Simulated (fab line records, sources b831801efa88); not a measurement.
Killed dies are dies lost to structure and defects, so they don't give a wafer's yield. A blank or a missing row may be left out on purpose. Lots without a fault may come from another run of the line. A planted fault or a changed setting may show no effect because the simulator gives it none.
Which tool did it? | flow gf180mcu | 12 lots, 36 wafers sampled, at 3 steps of a route of 602

WHAT THE GAUGES READ, wafer by wafer
GF_M3_OVL_MEAS_15. Usual: M3_OVL 4 nm, standard deviation 4.7.
lot  | measured     | on         | M3_OVL (nm) | flag
L263 | day 21 02:28 | overlay-01 | 2 11 7      |
L264 | day 21 17:28 | overlay-02 | 4 2 2       |
L265 | day 22 01:07 | overlay-02 | 0 9 -4      |
L266 | day 22 08:25 | overlay-02 | 3 2 -4      |
L267 | day 22 12:19 | overlay-02 | 8 5 11      |
L268 | day 23 07:52 | overlay-02 | 5 -3 5      |
L271 | day 24 06:22 | overlay-01 | 6 7 1       |
L272 | day 24 15:04 | overlay-01 | 6 2 4       |
L274 | day 25 10:10 | overlay-02 | 16 4 5      |
L278 | day 26 18:28 | overlay-01 | 12 0 12     |
L284 | day 28 10:22 | overlay-01 | 5 15 8      |
L285 | day 28 12:50 | overlay-01 | 9 5 6       |

GF_V3_CD_MEAS_14: target cd 260 nm. Usual: cd_nm 259.9 nm, standard deviation 1.3.
lot  | measured     | on        | cd_nm (nm)        | flag
L263 | day 22 03:38 | cd_sem-02 | 258.6 260.6 260.3 |
L264 | day 22 18:23 | cd_sem-01 | 260.6 261.6 260.8 |
L265 | day 23 01:31 | cd_sem-02 | 258.9 261.1 260.2 |
L266 | day 23 08:23 | cd_sem-02 | 259.3 260.1 260.5 |
L267 | day 23 12:41 | cd_sem-01 | 261.2 261.5 261.0 |
L268 | day 24 07:19 | cd_sem-02 | 262.1 261.9 262.4 |
L271 | day 25 05:26 | cd_sem-02 | 261.3 262.0 260.8 |
L272 | day 25 13:57 | cd_sem-02 | 259.0 259.2 259.2 |
L274 | day 26 08:20 | cd_sem-01 | 259.1 258.9 259.8 |
L278 | day 27 16:13 | cd_sem-02 | 260.1 257.7 258.3 |
L284 | day 29 06:42 | cd_sem-02 | 258.3 258.4 258.2 |
L285 | day 29 09:20 | cd_sem-02 | 261.8 260.7 260.9 |

WHICH TOOL RAN EACH LOT (tool, then ch and the chambers of the sampled wafers, then the start)
lot  | GF_V3_COAT_09
L263 | litho_track-03 ch 0, day 21 15:00
L264 | litho_track-04 ch 0, day 22 06:00
L265 | litho_track-01 ch 0, day 22 13:00
L266 | litho_track-01 ch 0, day 22 20:00
L267 | litho_track-03 ch 0, day 23 00:00
L268 | litho_track-03 ch 0, day 23 19:00
L271 | litho_track-03 ch 0, day 24 18:00
L272 | litho_track-01 ch 0, day 25 03:00
L274 | litho_track-01 ch 0, day 25 21:00
L278 | litho_track-01 ch 0, day 27 06:00
L284 | litho_track-03 ch 0, day 28 21:00
L285 | litho_track-03 ch 0, day 28 23:00
- GF_V3_COAT_09: resist thk 1000 nm.

WHAT THE TOOLS THEMSELVES READ (means of the sampled wafers that have a number; where no wafer has one, the mark that the record gives instead)
The record holds no such reading with a usual standard deviation.

THE ANSWER, worked out from the rows above alone
Rule: a lot is off if the mean of its wafers that have a number lies more than 3 standard deviations from the usual mean. A lot without any number at a reading at which 4 lots or more have one is off too. The other lots that the step has rows for count as sound. The gauges are gone through in route order, then the tools' own readings, and for those a lot's mean is taken as printed above. The first step at which some lot is off is used, and at that step the reading that is off furthest; a lot without a number counts as furthest.
No lot is off at any reading shown: from this, nothing can be told.

WHAT THE SIMULATOR HAD PUT IN
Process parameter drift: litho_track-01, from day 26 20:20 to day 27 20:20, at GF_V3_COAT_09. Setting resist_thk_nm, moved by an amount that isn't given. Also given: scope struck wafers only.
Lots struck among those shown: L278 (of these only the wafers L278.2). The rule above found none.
